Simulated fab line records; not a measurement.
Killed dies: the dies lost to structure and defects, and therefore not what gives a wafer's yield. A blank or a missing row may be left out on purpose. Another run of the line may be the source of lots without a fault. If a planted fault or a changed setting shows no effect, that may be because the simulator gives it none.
Chamber matching + flow sfq line + SFQ_TRILAYER_I1_CMP_CMP_046 on cmp-01: 4 sister chambers
The step polishes SiO2. 4 wafers are shown with their chamber, then 7 later ones without.

WAFERS PAIRED WITH THEIR CHAMBERS
| wafer  | chamber | motor current A (A) |
|--------|---------|---------------------|
| L722.1 | 2       | 10.8                |
| L723.6 | 1       | 7.3                 |
| L729.3 | 3       | 10.5                |
| L730.4 | 0       | 12.2                |

WAFERS MISSING THEIR CHAMBER
| wafer  | motor current A (A) |
|--------|---------------------|
| L730.6 | 12.6                |
| L731.1 | 10.9                |
| L731.3 | 7.6                 |
| L731.6 | 10.7                |
| L734.2 | 12.6                |
| L734.3 | 10.1                |
| L734.5 | 12.1                |

WHICH CHAMBER EACH WENT THROUGH
| wafer  | from the rows above     | in truth |
|--------|-------------------------|----------|
| L730.6 | 0                       | 0        |
| L731.1 | can't be placed: 2 or 3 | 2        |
| L731.3 | 1                       | 1        |
| L731.6 | can't be placed: 2 or 3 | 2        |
| L734.2 | 0                       | 0        |
| L734.3 | can't be placed: 3 or 2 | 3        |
| L734.5 | 0                       | 0        |
Placed correctly: 4 of 7. Can't be placed from these rows: 3 (the true chamber is among the candidates in 3). 0 placed wrongly.
How it was worked out, from the rows above alone: a wafer's distance from a chamber is the root of the sum, over the readings, of the square of ((its reading less the chamber's mean) divided by the reading's scatter). The wafer belongs to the nearest chamber; if the next one is less than 2 further off, it can't be placed. Each chamber's mean is taken over the wafers shown for it. The scatter (one wafer shown for each chamber): square how far every hidden wafer sits from the nearest shown wafer, average those squares and take the square root.
